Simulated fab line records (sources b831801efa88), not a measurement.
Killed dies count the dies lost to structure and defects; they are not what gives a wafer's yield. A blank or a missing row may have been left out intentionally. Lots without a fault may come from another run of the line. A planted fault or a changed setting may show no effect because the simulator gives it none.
fab line records + flow sky130
record:
- lots: 6
- wafers: 18
- last_day: 50
route steps=708 shown CONTACT@417 PAD_OPEN@708
lots untouched by any fault: they come from a run of this same line in which no faults occurred
start_h: hours from the record's opening day to when the first of the lot's shown wafers began + wait_h: time in hours since the lot's previous step + " the same as in the row above + L1.1+2: one row covering several wafers at once + - value missing, or start not given + * or withheld: withheld + < > ~ a bound
route shown NAME@n: a module of which the file shows steps, and the number in the route of the first + usual: mean and standard deviation over wafers with no fault + same: alike in all rows + chamber/n: place in a boat + sites: readings site by site + _std_site: the standard deviation of these + _edge_site: outer sites' mean less inner sites' + radius_mm: for every site, how far away it sits from the centre of the wafer + mask NAME#n: copy n + behind: tool/chamber where the wafer was last shaped + hold: why the lot was held/for how many hours/how that ended + device: whichever transistor did not switch (one of n, p or np) + end of line: tests run on the same wafers once the route is complete + for a step that has no rows: nothing shown but its recipe + killed: not the wafer's yield, but the dies lost to structure and defects at the first sort + map: the dies of a wafer, with x for killed, . for not killed, _ for no die there
set.NAME: the setting that was run; set.NAME@STEP: the one run at that earlier step + model.NAME: the simulator's own value behind a step, which no gauge read
certain route steps with their lots: each step a table, each wafer a row
services: the hour from which a tool's chamber was out of use, counted from the record's first day as start_h (under 0 if before that day), plus the number of hours and why
== steps ==
step: SKY_CONTACT_EXPOSE_11
recipe:
- mask_id: CTM1
- na: 0.8
- source_shape: annular
- sigma_inner: 0.55
- sigma_outer: 0.85
- target_cd_nm: 170
- dose_mj: 38
step: SKY_CONTACT_PEB_12
recipe:
- peb_temp_c: withheld
- peb_time_s: withheld
- resist: KrF-thick
step: SKY_CONTACT_DEVELOP_13
recipe:
- develop_time_s: 60
- resist: KrF-thick
- dev_temp_c: 21
step: SKY_CONTACT_CD_MEAS_14
recipe:
- target_cd_nm: 170
usual:
- cd_nm: 170.2/1.1
| lot.wafer | tool      | chamber | start_h | wait_h | cd_nm |
|-----------|-----------|---------|---------|--------|-------|
| L807.1    | cd_sem-01 | -       | 734.26  | -      | 170.1 |
| L807.4    | "         | -       | "       | "      | 170.1 |
| L807.5    | "         | -       | "       | "      | 170.6 |
| L814.2    | cd_sem-02 | -       | 795.24  | -      | 170.5 |
| L814.3    | "         | -       | "       | "      | 169.5 |
| L814.5    | "         | -       | "       | "      | 170.8 |
| L816.1    | cd_sem-02 | -       | 812.21  | -      | 167.9 |
| L816.4    | "         | -       | "       | "      | 168.6 |
| L816.5    | "         | -       | "       | "      | 170.6 |
| L817.2    | cd_sem-02 | -       | 822.04  | -      | 171.5 |
| L817.5    | "         | -       | "       | "      | 170.8 |
| L817.6    | "         | -       | "       | "      | 171.8 |
| L827.1    | cd_sem-02 | -       | 893.52  | -      | 168.9 |
| L827.2    | "         | -       | "       | "      | 168.6 |
| L827.4    | "         | -       | "       | "      | 168.5 |
| L828.1    | cd_sem-02 | -       | 904.77  | -      | 167.9 |
| L828.2    | "         | -       | "       | "      | 171.0 |
| L828.6    | "         | -       | "       | "      | 170.6 |
step: SKY_CONTACT_OVL_MEAS_15
usual:
- CONTACT_OVL: -1/5.8
| lot.wafer | tool       | chamber | start_h | wait_h | CONTACT_OVL[nm] |
|-----------|------------|---------|---------|--------|-----------------|
| L807.1    | overlay-01 | -       | 734.38  | 0.1    | 10              |
| L807.4    | "          | -       | "       | "      | 3               |
| L807.5    | "          | -       | "       | "      | 11              |
| L814.2    | overlay-02 | -       | 795.35  | 0.1    | -15             |
| L814.3    | "          | -       | "       | "      | 0               |
| L814.5    | "          | -       | "       | "      | -6              |
| L816.1    | overlay-02 | -       | 812.33  | 0.1    | -7              |
| L816.4    | "          | -       | "       | "      | 1               |
| L816.5    | "          | -       | "       | "      | -7              |
| L817.2    | overlay-01 | -       | 822.15  | 0.1    | 8               |
| L817.5    | "          | -       | "       | "      | 1               |
| L817.6    | "          | -       | "       | "      | 2               |
| L827.1    | overlay-01 | -       | 893.64  | 0.1    | 9               |
| L827.2    | "          | -       | "       | "      | 4               |
| L827.4    | "          | -       | "       | "      | -2              |
| L828.1    | overlay-01 | -       | 904.89  | 0.1    | -4              |
| L828.2    | "          | -       | "       | "      | -4              |
| L828.6    | "          | -       | "       | "      | -5              |
step: SKY_CONTACT_ETCH_16
recipe:
- chemistry: N2/H2
- target: BARC
- ion_energy_ev: 200
- source_w: 500
- bias_w: 100
- pressure_mtorr: 30
- n2_flow_sccm: 100
- h2_flow_sccm: 200
- stop_on: SiO2
- time_s: 45.9
- target_depth_a: 600
usual:
- drypump_motor_current_A: 5.8/0.31
- oes_product_au: 0.855/0.0046
- throttle_valve_pct: 13.225/0.0081
| lot.wafer | tool        | chamber | start_h | wait_h | drypump_motor_current_A | oes_product_au | rf_hours_counter_h | throttle_valve_pct |
|-----------|-------------|---------|---------|--------|-------------------------|----------------|--------------------|--------------------|
| L807.1    | rie_diel-03 | 1       | 734.42  | 0.0    | 5.9                     | 0.851          | 11                 | 13.233             |
| L807.4    | "           | 2       | "       | "      | 5.7                     | 0.856          | 3                  | 13.212             |
| L807.5    | "           | 2       | "       | "      | 5.7                     | 0.856          | -                  | 13.218             |
| L814.2    | rie_diel-03 | 3       | 795.38  | 0.0    | 5.9                     | 0.860          | 11                 | 13.218             |
| L814.3    | "           | 0       | "       | "      | 6.0                     | 0.859          | 4                  | 13.210             |
| L814.5    | "           | 0       | "       | "      | 6.0                     | 0.864          | -                  | 13.227             |
| L816.1    | rie_diel-03 | 2       | 812.37  | 0.0    | 5.6                     | 0.855          | 5                  | 13.236             |
| L816.4    | "           | 1       | "       | "      | 6.0                     | 0.860          | 14                 | 13.223             |
| L816.5    | "           | 2       | "       | "      | 5.6                     | 0.852          | -                  | 13.230             |
| L817.2    | rie_diel-03 | 3       | 822.18  | 0.0    | 5.8                     | 0.858          | 11                 | 13.216             |
| L817.5    | "           | 0       | "       | "      | 6.1                     | 0.853          | -                  | 13.226             |
| L817.6    | "           | 3       | "       | "      | 5.9                     | 0.848          | -                  | 13.214             |
| L827.1    | rie_diel-02 | 0       | 893.68  | 0.0    | 5.4                     | 0.856          | 11                 | 13.202             |
| L827.2    | "           | 3       | "       | "      | 6.2                     | 0.846          | 20                 | 13.229             |
| L827.4    | "           | 1       | "       | "      | 5.1                     | 0.853          | 10                 | 13.230             |
| L828.1    | rie_diel-01 | 1       | 904.92  | 0.0    | 5.6                     | 0.858          | 11                 | 13.223             |
| L828.2    | "           | 0       | "       | "      | 5.7                     | 0.850          | 1                  | 13.200             |
| L828.6    | "           | 1       | "       | "      | 5.6                     | 0.848          | -                  | 13.227             |
step: SKY_CONTACT_ETCH_17
recipe:
- target: SiO2
- chemistry: C4F8/O2/Ar
- stop_on: Si3N4
- mask_material: KrF-thick
- source_w: 1500
- bias_w: 1200
- pressure_mtorr: 40
- c4f8_flow_sccm: withheld
- O2_flow_sccm: 6
- Ar_flow_sccm: 300
- time_s: withheld
- target_depth_a: 3400
usual:
- oes_product_au: 0.891/0.0048
| lot.wafer | tool        | chamber | start_h | wait_h | oes_product_au |
|-----------|-------------|---------|---------|--------|----------------|
| L807.1    | rie_diel-03 | 1       | 734.46  | 0.0    | 0.894          |
| L807.4    | "           | 2       | "       | "      | 0.891          |
| L807.5    | "           | 2       | "       | "      | 0.897          |
| L814.2    | rie_diel-03 | 3       | 795.42  | 0.0    | 0.894          |
| L814.3    | "           | 0       | "       | "      | 0.891          |
| L814.5    | "           | 0       | "       | "      | 0.891          |
| L816.1    | rie_diel-03 | 2       | 812.41  | 0.0    | 0.890          |
| L816.4    | "           | 1       | "       | "      | 0.891          |
| L816.5    | "           | 2       | "       | "      | 0.891          |
| L817.2    | rie_diel-03 | 3       | 822.22  | 0.0    | 0.891          |
| L817.5    | "           | 0       | "       | "      | 0.884          |
| L817.6    | "           | 3       | "       | "      | 0.888          |
| L827.1    | rie_diel-02 | 0       | 893.72  | 0.0    | 0.884          |
| L827.2    | "           | 3       | "       | "      | 0.897          |
| L827.4    | "           | 1       | "       | "      | 0.889          |
| L828.1    | rie_diel-01 | 1       | 904.96  | 0.0    | 0.889          |
| L828.2    | "           | 0       | "       | "      | 0.891          |
| L828.6    | "           | 1       | "       | "      | 0.902          |
step: SKY_CONTACT_ETCH_18
recipe:
- target: Si3N4
- chemistry: CHF3/O2
- stop_on: TiN
- source_w: 600
- bias_w: 200
- pressure_mtorr: 40
- chf3_flow_sccm: 50
- O2_flow_sccm: 5
- time_s: 39
- target_depth_a: 750
usual:
- O2_flow_sccm: 5.001/0.016
- drypump_motor_current_A: 5.8/0.3
- oes_product_au: 0.852/0.0082
- throttle_valve_pct: 8.795/0.0086
| lot.wafer | tool        | chamber | start_h | wait_h | O2_flow_sccm | drypump_motor_current_A | oes_product_au | rf_hours_counter_h | throttle_valve_pct |
|-----------|-------------|---------|---------|--------|--------------|-------------------------|----------------|--------------------|--------------------|
| L807.1    | rie_diel-03 | 1       | -       | -      | 5.012        | 5.9                     | 0.844          | 11                 | 8.789              |
| L807.4    | "           | 2       | "       | "      | 4.988        | 5.7                     | 0.849          | 3                  | 8.786              |
| L807.5    | "           | 2       | "       | "      | 4.996        | 5.6                     | 0.863          | -                  | 8.807              |
| L814.2    | rie_diel-03 | 3       | -       | -      | 4.993        | 5.8                     | 0.843          | 11                 | 8.797              |
| L814.3    | "           | 0       | "       | "      | 5.002        | 6.0                     | 0.849          | 4                  | 8.789              |
| L814.5    | "           | 0       | "       | "      | 4.988        | 6.0                     | 0.851          | -                  | 8.792              |
| L816.1    | rie_diel-03 | 2       | -       | -      | 5.034        | 5.6                     | 0.853          | 5                  | 8.788              |
| L816.4    | "           | 1       | "       | "      | 5.005        | 6.0                     | 0.861          | 14                 | 8.806              |
| L816.5    | "           | 2       | "       | "      | 5.039        | 5.6                     | 0.869          | -                  | 8.792              |
| L817.2    | rie_diel-03 | 3       | -       | -      | 5.007        | 5.9                     | 0.842          | 11                 | 8.783              |
| L817.5    | "           | 0       | "       | "      | 5.017        | 6.0                     | 0.851          | -                  | 8.778              |
| L817.6    | "           | 3       | "       | "      | 5.001        | 5.9                     | 0.856          | -                  | 8.785              |
| L827.1    | rie_diel-02 | 0       | -       | -      | 5.003        | 5.6                     | 0.852          | 11                 | 8.795              |
| L827.2    | "           | 3       | "       | "      | 5.002        | 6.2                     | 0.856          | 20                 | 8.803              |
| L827.4    | "           | 1       | "       | "      | 5.014        | 5.1                     | 0.863          | 10                 | 8.786              |
| L828.1    | rie_diel-01 | 1       | -       | -      | 5.019        | 5.6                     | 0.857          | 11                 | 8.799              |
| L828.2    | "           | 0       | "       | "      | 5.016        | 5.8                     | 0.842          | 2                  | 8.779              |
| L828.6    | "           | 1       | "       | "      | 5.022        | 5.5                     | 0.856          | -                  | 8.792              |
step: SKY_CONTACT_STRIP_19
recipe:
- chemistry: O2/N2
- power_w: 1400
- pressure_mtorr: 1500
- platen_temp_c: withheld
- o2_flow_sccm: 3000
- n2_flow_sccm: 300
- overash_fraction: 0.5
usual:
- drypump_motor_current_A: 5.9/0.4
- oes_product_au: 0.382/0.005
- strip_time_to_endpoint_s: 3.64/0.037
| lot.wafer | tool            | chamber | start_h | wait_h | drypump_motor_current_A | oes_product_au | rf_hours_counter_h | strip_time_to_endpoint_s |
|-----------|-----------------|---------|---------|--------|-------------------------|----------------|--------------------|--------------------------|
| L807.1    | plasma_asher-04 | 0       | 734.55  | -      | 5.7                     | 0.385          | 87                 | 3.70                     |
| L807.4    | "               | 0       | "       | "      | 5.8                     | 0.377          | -                  | 3.67                     |
| L807.5    | "               | 1       | "       | "      | 6.3                     | 0.383          | -                  | 3.68                     |
| L814.2    | plasma_asher-03 | 1       | 795.51  | -      | 6.2                     | 0.371          | 5                  | 3.63                     |
| L814.3    | "               | 1       | "       | "      | 6.2                     | 0.379          | -                  | 3.63                     |
| L814.5    | "               | 0       | "       | "      | 6.2                     | 0.387          | -                  | 3.57                     |
| L816.1    | plasma_asher-02 | 0       | 812.50  | -      | 5.8                     | 0.382          | 37                 | 3.64                     |
| L816.4    | "               | 0       | "       | "      | 5.8                     | 0.386          | -                  | 3.67                     |
| L816.5    | "               | 1       | "       | "      | 5.1                     | 0.379          | -                  | 3.61                     |
| L817.2    | plasma_asher-02 | 1       | 822.31  | -      | 5.1                     | 0.387          | 38                 | 3.68                     |
| L817.5    | "               | 1       | "       | "      | 5.1                     | 0.389          | -                  | 3.62                     |
| L817.6    | "               | 0       | "       | "      | 5.9                     | 0.379          | -                  | 3.66                     |
| L827.1    | plasma_asher-04 | 1       | 893.81  | -      | 6.4                     | 0.381          | 98                 | 3.69                     |
| L827.2    | "               | 0       | "       | "      | 5.7                     | 0.379          | 98                 | 3.68                     |
| L827.4    | "               | 1       | "       | "      | 6.4                     | 0.386          | -                  | 3.61                     |
| L828.1    | plasma_asher-03 | 1       | 905.05  | -      | 6.3                     | 0.377          | 18                 | 3.68                     |
| L828.2    | "               | 0       | "       | "      | 6.2                     | 0.381          | 18                 | 3.64                     |
| L828.6    | "               | 1       | "       | "      | 6.2                     | 0.377          | -                  | 3.67                     |
step: SKY_CONTACT_STRIP_20
recipe:
- chemistry: post_etch_residue_remover
- time_s: 1200
- temp_c: 72.5
step: SKY_CONTACT_CLEAN_21
recipe:
- chemistry: IPA
- time_s: 180
- temp_c: 25
step: SKY_CONTACT_CLEAN_22
recipe:
- chemistry: O3/DIW
- dry: n2_spin
step: SKY_CONTACT_SPUTTER_23
recipe:
- material: TiN
- target_thk_nm: 20
- chamber_pressure_pa: 5
- power_w: 4000
- time_s: 80
usual:
- cathode_dc_power_W: 3999.9/0.73
- chamber_pressure_pa: 4.999/0.011
- throttle_valve_pct: 30.2/0.84
| lot.wafer | tool           | chamber | start_h | wait_h | cathode_dc_power_W | chamber_pressure_pa | throttle_valve_pct |
|-----------|----------------|---------|---------|--------|--------------------|---------------------|--------------------|
| L807.1    | pvd_sputter-03 | -       | 735.18  | 0.0    | 4000.0             | 5.012               | 29.0               |
| L807.4    | "              | -       | "       | "      | 3999.3             | 4.997               | 30.9               |
| L807.5    | "              | -       | "       | "      | 4001.4             | 4.996               | 30.7               |
| L814.2    | pvd_sputter-02 | -       | 796.14  | 0.0    | 4000.5             | 5.004               | 31.1               |
| L814.3    | "              | -       | "       | "      | 3999.9             | 5.012               | 29.0               |
| L814.5    | "              | -       | "       | "      | 3999.7             | 5.006               | 31.0               |
| L816.1    | pvd_sputter-01 | -       | 813.14  | 0.0    | -                  | -                   | -                  |
| L816.4    | "              | -       | "       | "      | -                  | -                   | -                  |
| L816.5    | "              | -       | "       | "      | -                  | -                   | -                  |
| L817.2    | pvd_sputter-02 | -       | 822.91  | 0.0    | -                  | -                   | -                  |
| L817.5    | "              | -       | "       | "      | -                  | -                   | -                  |
| L817.6    | "              | -       | "       | "      | -                  | -                   | -                  |
| L827.1    | pvd_sputter-03 | -       | 894.41  | 0.0    | 4001.6             | 5.009               | 31.0               |
| L827.2    | "              | -       | "       | "      | 3999.3             | 5.007               | 30.7               |
| L827.4    | "              | -       | "       | "      | 3999.0             | 5.015               | 29.0               |
| L828.1    | pvd_sputter-03 | -       | 905.64  | 0.0    | 3999.6             | 4.992               | 30.8               |
| L828.2    | "              | -       | "       | "      | 3998.8             | 4.996               | 28.7               |
| L828.6    | "              | -       | "       | "      | 4000.8             | 5.000               | 30.8               |
step: SKY_CONTACT_CVD_24
recipe:
- material: W
- target_thk_nm: 340
- time_s: 102.12
- temp_c: 400
- pressure_torr: 40
usual:
- heater_power_w: 784/40
- susceptor_temp_C: 399.95/0.2
| lot.wafer | tool     | chamber | start_h | wait_h | heater_power_w | susceptor_temp_C |
|-----------|----------|---------|---------|--------|----------------|------------------|
| L807.1    | cvd_w-02 | 0       | 735.30  | 0.1    | 798            | 400.03           |
| L807.4    | "        | 0       | "       | "      | 784            | 399.89           |
| L807.5    | "        | 1       | "       | "      | 742            | 400.17           |
| L814.2    | cvd_w-02 | 1       | 796.20  | 0.0    | 738            | 400.19           |
| L814.3    | "        | 1       | "       | "      | 710            | 400.04           |
| L814.5    | "        | 0       | "       | "      | 806            | 399.84           |
| L816.1    | cvd_w-02 | 1       | 813.20  | 0.0    | 736            | 400.01           |
| L816.4    | "        | 1       | "       | "      | 714            | 399.88           |
| L816.5    | "        | 0       | "       | "      | 809            | 399.63           |
| L817.2    | cvd_w-02 | 0       | 822.98  | 0.0    | 808            | 399.82           |
| L817.5    | "        | 1       | "       | "      | 721            | 400.10           |
| L817.6    | "        | 0       | "       | "      | 809            | 400.08           |
| L827.1    | cvd_w-01 | 1       | 894.47  | 0.0    | 800            | 400.18           |
| L827.2    | "        | 0       | "       | "      | 802            | 399.70           |
| L827.4    | "        | 1       | "       | "      | 817            | 399.89           |
| L828.1    | cvd_w-02 | 0       | 905.71  | 0.0    | 771            | 399.89           |
| L828.2    | "        | 1       | "       | "      | 734            | 399.97           |
| L828.6    | "        | 0       | "       | "      | 778            | 400.12           |
step: SKY_PAD_OPEN_PROBE_99
usual:
- killed_at_M0_to_M3: 43/7
- killed_at_M4_up: 3.0/1.9
- killed_at_contacts: 24/4.6
- killed_at_front_end: 15/4.1
- killed_at_other: 0.3/0.52
- killed_dies: 84/9.7
- killed_on_rim: 16/3.6
- killed_open: 46/6.9
- killed_short: 38/6.8
same:
- gross_dies: 492
- killed_at_back_side: 0
| lot.wafer | tool      | chamber | start_h | wait_h | killed_at_M0_to_M3 | killed_at_M4_up | killed_at_contacts | killed_at_front_end | killed_at_other | killed_dies | killed_on_rim | killed_open | killed_short |
|-----------|-----------|---------|---------|--------|--------------------|-----------------|--------------------|---------------------|-----------------|-------------|---------------|-------------|--------------|
| L807.1    | prober-02 | -       | 1075.81 | 0.1    | 38                 | 2               | 25                 | 19                  | 0               | 84          | 13            | 53          | 30           |
| L807.4    | prober-02 | -       | 1075.96 | 0.2    | 32                 | 2               | 19                 | 18                  | 1               | 72          | 15            | 42          | 27           |
| L807.5    | prober-02 | -       | 1076.01 | 0.2    | 38                 | 4               | 27                 | 14                  | 0               | 83          | 13            | 50          | 32           |
| L814.2    | prober-01 | -       | 1120.20 | 0.1    | 59                 | 0               | 22                 | 13                  | 0               | 94          | 15            | 56          | 38           |
| L814.3    | prober-01 | -       | 1120.25 | 0.2    | 53                 | 2               | 18                 | 17                  | 0               | 90          | 24            | 55          | 35           |
| L814.5    | prober-01 | -       | 1120.35 | 0.2    | 33                 | 3               | 24                 | 21                  | 0               | 81          | 17            | 43          | 38           |
| L816.1    | prober-01 | -       | 1133.78 | 0.1    | 48                 | 1               | 432                | 11                  | 0               | 492         | 96            | 50          | 34           |
| L816.4    | prober-01 | -       | 1133.93 | 0.2    | 25                 | 3               | 454                | 10                  | 0               | 492         | 96            | 38          | 24           |
| L816.5    | prober-01 | -       | 1133.98 | 0.2    | 46                 | 8               | 425                | 13                  | 0               | 492         | 96            | 46          | 47           |
| L817.2    | prober-01 | -       | 1138.93 | 0.1    | 43                 | 2               | 435                | 12                  | 0               | 492         | 96            | 43          | 34           |
| L817.5    | prober-01 | -       | 1139.08 | 0.2    | 51                 | 4               | 424                | 13                  | 0               | 492         | 96            | 48          | 41           |
| L817.6    | prober-01 | -       | 1139.13 | 0.2    | 46                 | 4               | 433                | 8                   | 1               | 492         | 96            | 44          | 35           |
| L827.1    | prober-01 | -       | 1188.53 | 0.1    | 39                 | 2               | 30                 | 10                  | 0               | 81          | 15            | 35          | 46           |
| L827.2    | prober-01 | -       | 1188.58 | 0.1    | 44                 | 5               | 17                 | 12                  | 1               | 79          | 18            | 47          | 31           |
| L827.4    | prober-01 | -       | 1188.68 | 0.2    | 41                 | 1               | 17                 | 11                  | 1               | 71          | 14            | 38          | 33           |
| L828.1    | prober-02 | -       | 1194.58 | 0.1    | 43                 | 3               | 22                 | 20                  | 0               | 88          | 16            | 44          | 44           |
| L828.2    | prober-02 | -       | 1194.63 | 0.1    | 42                 | 0               | 27                 | 21                  | 0               | 90          | 14            | 46          | 44           |
| L828.6    | prober-02 | -       | 1194.83 | 0.2    | 52                 | 1               | 25                 | 16                  | 1               | 95          | 20            | 43          | 52           |
killed by level:class
L807.1 VIA1:geometric_particle:open=12 LI_CONTACT:geometric_particle:open=9 VIA3:geometric_particle:open=7 CONTACT:geometric_particle:short=6 VIA2:geometric_particle:open=6 POLY_GATE:geometric_particle:open=5 CONTACT:geometric_particle:open=5 FIELD_ISO:geometric_particle:short=4
L807.4 CONTACT:geometric_particle:open=7 FIELD_ISO:geometric_particle:open=6 LI_CONTACT:geometric_particle:open=6 METAL1:geometric_particle:short=6 VIA1:geometric_particle:open=5 VIA3:geometric_particle:open=4 METAL2:geometric_particle:open=4 FIELD_ISO:geometric_particle:short=3
L807.5 VIA1:geometric_particle:open=11 CONTACT:geometric_particle:open=9 LI_CONTACT:geometric_particle:open=8 METAL2:geometric_particle:short=8 VIA3:geometric_particle:open=6 CONTACT:geometric_particle:short=5 FIELD_ISO:geometric_particle:short=4 POLY_GATE:geometric_particle:open=4
L814.2 VIA1:geometric_particle:open=15 VIA3:geometric_particle:open=12 CONTACT:geometric_particle:open=10 VIA2:geometric_particle:open=7 METAL1:geometric_particle:short=6 VIA3:geometric_particle:short=5 METAL2:geometric_particle:short=5 FIELD_ISO:geometric_particle:short=4
L814.3 VIA1:geometric_particle:open=19 VIA2:geometric_particle:open=11 FIELD_ISO:geometric_particle:short=6 VIA3:geometric_particle:open=5 LI_CONTACT:geometric_particle:open=5 CONTACT:geometric_particle:open=5 METAL2:geometric_particle:short=5 VIA3:geometric_particle:short=5
L814.5 CONTACT:geometric_particle:open=10 METAL2:geometric_particle:short=7 VIA1:geometric_particle:open=7 CONTACT:geometric_particle:short=7 FIELD_ISO:geometric_particle:open=5 FIELD_ISO:geometric_particle:short=5 VIA2:geometric_particle:open=4 SPACER:geometric_particle:open=4
L816.1 CONTACT:area_sputter=408 VIA1:geometric_particle:open=12 LI_CONTACT:geometric_particle:open=10 METAL2:geometric_particle:short=8 VIA2:geometric_particle:open=7 CONTACT:geometric_particle:open=6 LOCAL_INTERCONNECT:geometric_particle:short=4 METAL1:geometric_particle:short=4
L816.4 CONTACT:area_sputter=430 CONTACT:geometric_particle:open=10 VIA1:geometric_particle:open=8 VIA3:geometric_particle:open=7 FIELD_ISO:geometric_particle:short=4 LI_CONTACT:geometric_particle:short=4 LI_CONTACT:geometric_particle:open=4 CONTACT:geometric_particle:short=3
L816.5 CONTACT:area_sputter=399 VIA1:geometric_particle:open=9 VIA3:geometric_particle:open=9 CONTACT:geometric_particle:short=8 CONTACT:geometric_particle:open=8 METAL2:geometric_particle:short=6 METAL3:geometric_particle:short=6 METAL4:geometric_particle:short=5
L817.2 CONTACT:area_sputter=415 VIA2:geometric_particle:open=8 CONTACT:geometric_particle:open=7 VIA3:geometric_particle:open=7 METAL2:geometric_particle:short=6 LI_CONTACT:geometric_particle:open=5 VIA1:geometric_particle:open=5 FIELD_ISO:geometric_particle:short=4
L817.5 CONTACT:area_sputter=400 VIA1:geometric_particle:open=10 VIA3:geometric_particle:open=8 METAL1:geometric_particle:short=7 LI_CONTACT:geometric_particle:open=7 CONTACT:geometric_particle:open=7 LOCAL_INTERCONNECT:geometric_particle:short=6 METAL2:geometric_particle:short=6
L817.6 CONTACT:area_sputter=413 VIA1:geometric_particle:open=10 VIA2:geometric_particle:open=9 VIA3:geometric_particle:open=7 LI_CONTACT:geometric_particle:open=6 LI_CONTACT:geometric_particle:short=4 METAL1:geometric_particle:open=4 LOCAL_INTERCONNECT:geometric_particle:short=4
L827.1 CONTACT:geometric_particle:open=9 LI_CONTACT:geometric_particle:short=8 METAL2:geometric_particle:short=8 METAL1:geometric_particle:short=7 LOCAL_INTERCONNECT:geometric_particle:short=7 LI_CONTACT:geometric_particle:open=6 VIA1:geometric_particle:open=6 VIA2:geometric_particle:open=5
L827.2 VIA2:geometric_particle:open=10 VIA1:geometric_particle:open=9 CONTACT:geometric_particle:open=8 VIA3:geometric_particle:open=6 FIELD_ISO:geometric_particle:short=4 VIA2:geometric_particle:short=4 METAL1:geometric_particle:short=4 FIELD_ISO:geometric_particle:open=3
L827.4 VIA1:geometric_particle:open=9 METAL2:geometric_particle:short=9 LI_CONTACT:geometric_particle:open=7 CONTACT:geometric_particle:short=5 VIA3:geometric_particle:open=5 FIELD_ISO:geometric_particle:open=4 METAL1:geometric_particle:short=4 VIA2:geometric_particle:open=4
L828.1 VIA1:geometric_particle:open=8 VIA2:geometric_particle:open=7 CONTACT:geometric_particle:open=7 LI_CONTACT:geometric_particle:open=6 CONTACT:geometric_particle:short=6 METAL3:geometric_particle:short=6 METAL1:geometric_particle:short=5 VIA2:geometric_particle:short=5
L828.2 CONTACT:geometric_particle:short=8 VIA3:geometric_particle:open=8 CONTACT:geometric_particle:open=7 VIA2:geometric_particle:open=7 FIELD_ISO:geometric_particle:short=6 LI_CONTACT:geometric_particle:open=6 LOCAL_INTERCONNECT:geometric_particle:short=6 METAL1:geometric_particle:short=6
L828.6 LI_CONTACT:geometric_particle:open=8 VIA2:geometric_particle:open=8 VIA3:geometric_particle:open=8 VIA1:geometric_particle:short=7 METAL1:geometric_particle:short=7 POLY_GATE:geometric_particle:short=6 CONTACT:geometric_particle:open=6 METAL2:geometric_particle:short=6
map L816.1 (x killed, . not)
__________xxxxxxxxxx_________
________xxxxxxxxxxxxxx_______
______xxxxxxxxxxxxxxxxxx_____
_____xxxxxxxxxxxxxxxxxxxx____
____xxxxxxxxxxxxxxxxxxxxxx___
___xxxxxxxxxxxxxxxxxxxxxxxx__
__xxxxxxxxxxxxxxxxxxxxxxxxxx_
_xxxxxxxxxxxxxxxxxxxxxxxxxxxx
_xxxxxxxxxxxxxxxxxxxxxxxxxxxx
_xxxxxxxxxxxxxxxxxxxxxxxxxxxx
_xxxxxxxxxxxxxxxxxxxxxxxxxxxx
_xxxxxxxxxxxxxxxxxxxxxxxxxxxx
_xxxxxxxxxxxxxxxxxxxxxxxxxxxx
_xxxxxxxxxxxxxxxxxxxxxxxxxxxx
_xxxxxxxxxxxxxxxxxxxxxxxxxxxx
__xxxxxxxxxxxxxxxxxxxxxxxxxx_
___xxxxxxxxxxxxxxxxxxxxxxxx__
____xxxxxxxxxxxxxxxxxxxxxx___
_____xxxxxxxxxxxxxxxxxxxx____
______xxxxxxxxxxxxxxxxxx_____
________xxxxxxxxxxxxxx_______
__________xxxxxxxxxx_________
map L817.2 (x killed, . not)
__________xxxxxxxxxx_________
________xxxxxxxxxxxxxx_______
______xxxxxxxxxxxxxxxxxx_____
_____xxxxxxxxxxxxxxxxxxxx____
____xxxxxxxxxxxxxxxxxxxxxx___
___xxxxxxxxxxxxxxxxxxxxxxxx__
__xxxxxxxxxxxxxxxxxxxxxxxxxx_
_xxxxxxxxxxxxxxxxxxxxxxxxxxxx
_xxxxxxxxxxxxxxxxxxxxxxxxxxxx
_xxxxxxxxxxxxxxxxxxxxxxxxxxxx
_xxxxxxxxxxxxxxxxxxxxxxxxxxxx
_xxxxxxxxxxxxxxxxxxxxxxxxxxxx
_xxxxxxxxxxxxxxxxxxxxxxxxxxxx
_xxxxxxxxxxxxxxxxxxxxxxxxxxxx
_xxxxxxxxxxxxxxxxxxxxxxxxxxxx
__xxxxxxxxxxxxxxxxxxxxxxxxxx_
___xxxxxxxxxxxxxxxxxxxxxxxx__
____xxxxxxxxxxxxxxxxxxxxxx___
_____xxxxxxxxxxxxxxxxxxxx____
______xxxxxxxxxxxxxxxxxx_____
________xxxxxxxxxxxxxx_______
__________xxxxxxxxxx_________
== services ==
| tool            | chamber | start_h | hours | kind   |
|-----------------|---------|---------|-------|--------|
| rie_diel-01     | -       | 717.20  | 2.8   | pm     |
| cvd_w-01        | -       | 722.69  | 6.0   | pm     |
| rie_diel-03     | 2       | 727.63  | 5.0   | repair |
| rie_diel-02     | 0       | 730.39  | 1.2   | repair |
| plasma_asher-03 | -       | 733.75  | 9.0   | pm     |
| cvd_w-01        | -       | 736.51  | 2.2   | repair |
| plasma_asher-04 | -       | 740.58  | 4.5   | repair |
| plasma_asher-03 | -       | 742.75  | 2.8   | pm     |
| rie_diel-02     | -       | 749.64  | 1.0   | repair |
| cvd_w-01        | -       | 749.81  | 2.8   | pm     |
| plasma_asher-02 | -       | 760.17  | 2.8   | pm     |
| rie_diel-03     | 0       | 761.57  | 12.7  | repair |
| pvd_sputter-03  | -       | 782.97  | 2.6   | repair |
| plasma_asher-04 | -       | 787.72  | 27.8  | repair |
| plasma_asher-04 | -       | 788.00  | 0.8   | repair |
| rie_diel-01     | 2       | 794.14  | 3.6   | repair |
| plasma_asher-04 | -       | 815.53  | 14.6  | pm     |
| plasma_asher-04 | -       | 823.40  | 9.9   | repair |
| rie_diel-01     | -       | 843.52  | 0.6   | repair |
| rie_diel-03     | 1       | 865.51  | 3.0   | repair |
| rie_diel-01     | 0       | 879.78  | 6.4   | repair |
| rie_diel-01     | 1       | 891.64  | 2.4   | repair |
| pvd_sputter-01  | -       | 900.60  | 3.3   | repair |
| cvd_w-01        | -       | 904.00  | 14.0  | pm     |
== key ==
first_sign:
- step: SKY_CONTACT_SPUTTER_23
- reading: tool_record
- direction: missing
effect:
- step: SKY_PAD_OPEN_PROBE_99
- reading: killed_at_contacts
- direction: up
- sigmas: 89
- usual: 24
- struck: 434
more_kills_born_at:
- SKY_CONTACT_SPUTTER_23@pvd_sputter-01: 1234
- SKY_CONTACT_SPUTTER_23@pvd_sputter-02: 1225
met_at SKY_CONTACT_SPUTTER_23
struck_wafers L816.1,L816.4,L816.5,L817.2,L817.5,L817.6
later_rows_left_out L816.1,L816.4,L816.5,L817.2,L817.5,L817.6
tester_left_out L816,L817
onset_between 796.14 813.14
fault:
- kind: skipped_step_whole
- tool: pvd_sputter-01,pvd_sputter-02
- chamber: -
- onset_h: 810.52
- steps: SKY_CONTACT_SPUTTER_23
- scope: struck_lots_only
tester_left_out: of these lots the tester's yield and bins aren't shown, on N5 and GAA mostly nor the transistor test; their killed dies are dies lost to structure and defects alone, not to doping, threshold or leakage, so they don't give the yield
later_rows_left_out: the simulator's readings of these wafers behind a module that went badly wrong aren't trusted and aren't shown, but for the sort
